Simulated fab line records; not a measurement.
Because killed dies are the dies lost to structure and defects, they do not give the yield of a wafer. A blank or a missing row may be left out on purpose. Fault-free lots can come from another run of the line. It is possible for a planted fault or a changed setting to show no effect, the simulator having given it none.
Split-lot trial || flow sfq-line || 23 wafers read from 5 lots, route of 325 steps

== ABOUT THE SPLIT ==
At SFQ_TRILAYER_C5_LITHO_PEB_154 (peb time 60 s), the setting peb-time-s was moved away from the recipe's 60 s on 11 of the 23 wafers read, by -14.9% to +12.5%. The other wafers ran this setting at the recipe's value.

== FROM THE SPLIT TO THE READING: what the file shows between them, 1 step ==
- SFQ_TRILAYER_C5_LITHO_DEVELOP_153: time 60 s

== THE READING ==
C5.cd-nm (the simulator's own value, which no gauge read), in nm, at SFQ_TRILAYER_C5_BARC_OPEN_VIA_ETCH_210 (etches BARC in O2, target depth 125 nm, time 41.7 s). The file gives no usual value for it. Average 500.6 nm, standard deviation 1.8 nm, over the 12 wafers here run with the recipe.

{"wafer": "L074.2", "tool, chamber at the split": "litho-track-03, 0", "peb-time-s as run, s": 60, "against the recipe": "recipe", "C5.cd-nm, nm": 497.4, "against lot-mates on the recipe": "-"}
{"wafer": "L074.3", "tool, chamber at the split": "litho-track-03, 0", "peb-time-s as run, s": 67.53, "against the recipe": "+12.5%", "C5.cd-nm, nm": 515.7, "against lot-mates on the recipe": "+17.6"}
{"wafer": "L074.4", "tool, chamber at the split": "litho-track-03, 0", "peb-time-s as run, s": 67.53, "against the recipe": "+12.5%", "C5.cd-nm, nm": 514.6, "against lot-mates on the recipe": "+16.5"}
{"wafer": "L074.5", "tool, chamber at the split": "litho-track-03, 0", "peb-time-s as run, s": 60, "against the recipe": "recipe", "C5.cd-nm, nm": 498.9, "against lot-mates on the recipe": "-"}
{"wafer": "L074.6", "tool, chamber at the split": "litho-track-03, 0", "peb-time-s as run, s": 67.53, "against the recipe": "+12.5%", "C5.cd-nm, nm": 514.9, "against lot-mates on the recipe": "+16.8"}
{"wafer": "L075.1", "tool, chamber at the split": "litho-track-04, 0", "peb-time-s as run, s": 60, "against the recipe": "recipe", "C5.cd-nm, nm": 499.1, "against lot-mates on the recipe": "-"}
{"wafer": "L075.3", "tool, chamber at the split": "litho-track-04, 0", "peb-time-s as run, s": 60, "against the recipe": "recipe", "C5.cd-nm, nm": 500.4, "against lot-mates on the recipe": "-"}
{"wafer": "L075.4", "tool, chamber at the split": "litho-track-04, 0", "peb-time-s as run, s": 56.31, "against the recipe": "-6.2%", "C5.cd-nm, nm": 490.8, "against lot-mates on the recipe": -8.9}
{"wafer": "L075.5", "tool, chamber at the split": "litho-track-04, 0", "peb-time-s as run, s": 56.31, "against the recipe": "-6.2%", "C5.cd-nm, nm": 490, "against lot-mates on the recipe": -9.8}
{"wafer": "L075.6", "tool, chamber at the split": "litho-track-04, 0", "peb-time-s as run, s": 56.31, "against the recipe": "-6.2%", "C5.cd-nm, nm": 489.9, "against lot-mates on the recipe": -9.9}
{"wafer": "L078.1", "tool, chamber at the split": "litho-track-04, 0", "peb-time-s as run, s": 60, "against the recipe": "recipe", "C5.cd-nm, nm": 503.4, "against lot-mates on the recipe": "-"}
{"wafer": "L078.2", "tool, chamber at the split": "litho-track-04, 0", "peb-time-s as run, s": 60, "against the recipe": "recipe", "C5.cd-nm, nm": 502.1, "against lot-mates on the recipe": "-"}
{"wafer": "L078.6", "tool, chamber at the split": "litho-track-04, 0", "peb-time-s as run, s": 60, "against the recipe": "recipe", "C5.cd-nm, nm": 503.9, "against lot-mates on the recipe": "-"}
{"wafer": "L080.1", "tool, chamber at the split": "litho-track-04, 0", "peb-time-s as run, s": 51.04, "against the recipe": "-14.9%", "C5.cd-nm, nm": 475.3, "against lot-mates on the recipe": -25.1}
{"wafer": "L080.2", "tool, chamber at the split": "litho-track-04, 0", "peb-time-s as run, s": 60, "against the recipe": "recipe", "C5.cd-nm, nm": 501, "against lot-mates on the recipe": "-"}
{"wafer": "L080.4", "tool, chamber at the split": "litho-track-04, 0", "peb-time-s as run, s": 60, "against the recipe": "recipe", "C5.cd-nm, nm": 499.7, "against lot-mates on the recipe": "-"}
{"wafer": "L080.5", "tool, chamber at the split": "litho-track-04, 0", "peb-time-s as run, s": 51.04, "against the recipe": "-14.9%", "C5.cd-nm, nm": 474.7, "against lot-mates on the recipe": -25.7}
{"wafer": "L080.6", "tool, chamber at the split": "litho-track-04, 0", "peb-time-s as run, s": 60, "against the recipe": "recipe", "C5.cd-nm, nm": 500.5, "against lot-mates on the recipe": "-"}
{"wafer": "L084.1", "tool, chamber at the split": "litho-track-04, 0", "peb-time-s as run, s": 60, "against the recipe": "recipe", "C5.cd-nm, nm": 499.6, "against lot-mates on the recipe": "-"}
{"wafer": "L084.3", "tool, chamber at the split": "litho-track-04, 0", "peb-time-s as run, s": 64.35, "against the recipe": "+7.3%", "C5.cd-nm, nm": 508.5, "against lot-mates on the recipe": "+7.9"}
{"wafer": "L084.4", "tool, chamber at the split": "litho-track-04, 0", "peb-time-s as run, s": 64.35, "against the recipe": "+7.3%", "C5.cd-nm, nm": 509.2, "against lot-mates on the recipe": "+8.6"}
{"wafer": "L084.5", "tool, chamber at the split": "litho-track-04, 0", "peb-time-s as run, s": 60, "against the recipe": "recipe", "C5.cd-nm, nm": 501.6, "against lot-mates on the recipe": "-"}
{"wafer": "L084.6", "tool, chamber at the split": "litho-track-04, 0", "peb-time-s as run, s": 64.35, "against the recipe": "+7.3%", "C5.cd-nm, nm": 509.4, "against lot-mates on the recipe": "+8.8"}

THE FIT
A straight line over all 23 wafers: C5.cd-nm changes by +1.43 nm for each +1% of peb-time-s; r = +0.98; the points scatter about the line by 2.1 nm.
The same after taking each lot's own level away (the mean of its wafers on the recipe; 23 wafers): +1.48 nm for each +1%; r = +0.99; scatter 1.3 nm.
According to that fit, moving peb-time-s by its largest amount changes the reading by 22 nm.
Measured against the standard deviation above, the lots' own levels, which go from 498.15 to 503.13 nm, span 2.8 times it.
The two slopes agree, so the slope changes little with the lot-to-lot level.
Check: for one of the wafers moved furthest among these (-14.9%), held out of the fit, the line's prediction against its lot-mates is -22.3 nm. Against them it came out at -25.1 nm.

== THE FILE'S OWN FIT ==
C5.cd-nm changes by +1.51 nm for each +1% of peb-time-s, r = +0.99.
